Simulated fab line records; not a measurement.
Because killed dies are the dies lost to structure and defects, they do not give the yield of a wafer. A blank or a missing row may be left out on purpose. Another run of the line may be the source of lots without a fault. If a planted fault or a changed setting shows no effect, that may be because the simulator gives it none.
Chamber matching :: flow gf180mcu :: 4 sister chambers for GF_V2_CMP_26 on cmp-01
The step polishes, stops on SiO2, t overpolish 15 s, target thk 0 nm. 20 wafers are shown with their chamber, then 9 later ones without.

WAFERS, EACH WITH ITS CHAMBER
wafer: L412.4
chamber: 2
motor current A (A): 10.5
time to endpoint s (s): 86
platen rpm (rpm): 60.02

wafer: L412.5
chamber: 0
motor current A (A): 10.7
time to endpoint s (s): 84
platen rpm (rpm): 60.01

wafer: L412.6
chamber: 3
motor current A (A): 12.4
time to endpoint s (s): 87
platen rpm (rpm): 60.02

wafer: L416.2
chamber: 2
motor current A (A): 9.9
time to endpoint s (s): 90
platen rpm (rpm): 59.97

wafer: L416.3
chamber: 0
motor current A (A): 10.8
time to endpoint s (s): 84
platen rpm (rpm): 59.96

wafer: L416.5
chamber: 3
motor current A (A): 12.9
time to endpoint s (s): 84
platen rpm (rpm): 59.96

wafer: L417.1
chamber: 1
motor current A (A): 11.4
time to endpoint s (s): 83
platen rpm (rpm): 60.06

wafer: L417.2
chamber: 0
motor current A (A): 10.4
time to endpoint s (s): 87
platen rpm (rpm): 60.06

wafer: L417.3
chamber: 3
motor current A (A): 12.5
time to endpoint s (s): 88
platen rpm (rpm): 60.00

wafer: L418.1
chamber: 3
motor current A (A): 11.9
time to endpoint s (s): 85
platen rpm (rpm): 59.93

wafer: L418.2
chamber: 0
motor current A (A): 10.3
time to endpoint s (s): 86
platen rpm (rpm): 60.04

wafer: L418.3
chamber: 2
motor current A (A): 10.2
time to endpoint s (s): 87
platen rpm (rpm): 59.98

wafer: L419.1
chamber: 0
motor current A (A): 10.1
time to endpoint s (s): 85
platen rpm (rpm): 59.92

wafer: L419.2
chamber: 2
motor current A (A): 10.1
time to endpoint s (s): 86
platen rpm (rpm): 60.02

wafer: L419.4
chamber: 1
motor current A (A): 11.0
time to endpoint s (s): 78
platen rpm (rpm): 60.03

wafer: L420.1
chamber: 0
motor current A (A): 10.6
time to endpoint s (s): 88
platen rpm (rpm): 59.96

wafer: L420.3
chamber: 1
motor current A (A): 11.4
time to endpoint s (s): 80
platen rpm (rpm): 60.02

wafer: L420.6
chamber: 3
motor current A (A): 12.4
time to endpoint s (s): 81
platen rpm (rpm): 60.02

wafer: L421.2
chamber: 0
motor current A (A): 10.2
time to endpoint s (s): 84
platen rpm (rpm): 59.98

wafer: L421.5
chamber: 3
motor current A (A): 12.0
time to endpoint s (s): 83
platen rpm (rpm): 60.01

SIGNATURES, as means of the wafers listed above
reading: motor current A
chamber 0: 10.443
chamber 1: 11.267
chamber 2: 10.175
chamber 3: 12.350
scatter within a chamber: 0.292

reading: time to endpoint s
chamber 0: 85.43
chamber 1: 80.33
chamber 2: 87.25
chamber 3: 84.67
scatter within a chamber: 2.13

reading: platen rpm
chamber 0: 59.9900
chamber 1: 60.0367
chamber 2: 59.9975
chamber 3: 59.9900
scatter within a chamber: 0.039
Rule: distance of a wafer from a chamber = root of the sum over the readings of ((wafer's reading minus chamber's mean) / reading's scatter) squared. If the next closest chamber is less than 2 further off than the closest, the wafer can't be placed; otherwise it belongs to the closest. The scatter is the square root of a quotient: the sum, over the shown wafers, of each reading's squared deviation from its chamber's mean, divided by wafers minus chambers.

WAFERS WITH NO CHAMBER GIVEN
wafer: L421.6
motor current A (A): 10.2
time to endpoint s (s): 84
platen rpm (rpm): 60.06

wafer: L423.1
motor current A (A): 11.9
time to endpoint s (s): 85
platen rpm (rpm): 59.99

wafer: L423.4
motor current A (A): 11.2
time to endpoint s (s): 79
platen rpm (rpm): 59.96

wafer: L423.6
motor current A (A): 10.5
time to endpoint s (s): 84
platen rpm (rpm): 60.00

wafer: L425.1
motor current A (A): 10.8
time to endpoint s (s): 88
platen rpm (rpm): 59.97

wafer: L425.4
motor current A (A): 12.5
time to endpoint s (s): 87
platen rpm (rpm): 60.00

wafer: L425.5
motor current A (A): 10.7
time to endpoint s (s): 91
platen rpm (rpm): 60.08

wafer: L426.1
motor current A (A): 12.2
time to endpoint s (s): 83
platen rpm (rpm): 60.04

wafer: L428.2
motor current A (A): 11.9
time to endpoint s (s): 90
platen rpm (rpm): 59.96

THE CHAMBER EACH PASSED THROUGH
wafer: L421.6
from the rows above: can't be placed: 0 or 2 or 1
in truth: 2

wafer: L423.1
from the rows above: can't be placed: 3 or 1
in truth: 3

wafer: L423.4
from the rows above: can't be placed: 1 or 0
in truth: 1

wafer: L423.6
from the rows above: can't be placed: 0 or 2
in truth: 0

wafer: L425.1
from the rows above: can't be placed: 0 or 2
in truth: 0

wafer: L425.4
from the rows above: 3
in truth: 3

wafer: L425.5
from the rows above: can't be placed: 2 or 0
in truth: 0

wafer: L426.1
from the rows above: can't be placed: 3 or 1
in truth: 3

wafer: L428.2
from the rows above: 3
in truth: 3
Correctly placed: 2 of 9. These rows do not allow placing 7 (true chamber among the candidates in 7). 0 placed wrongly.
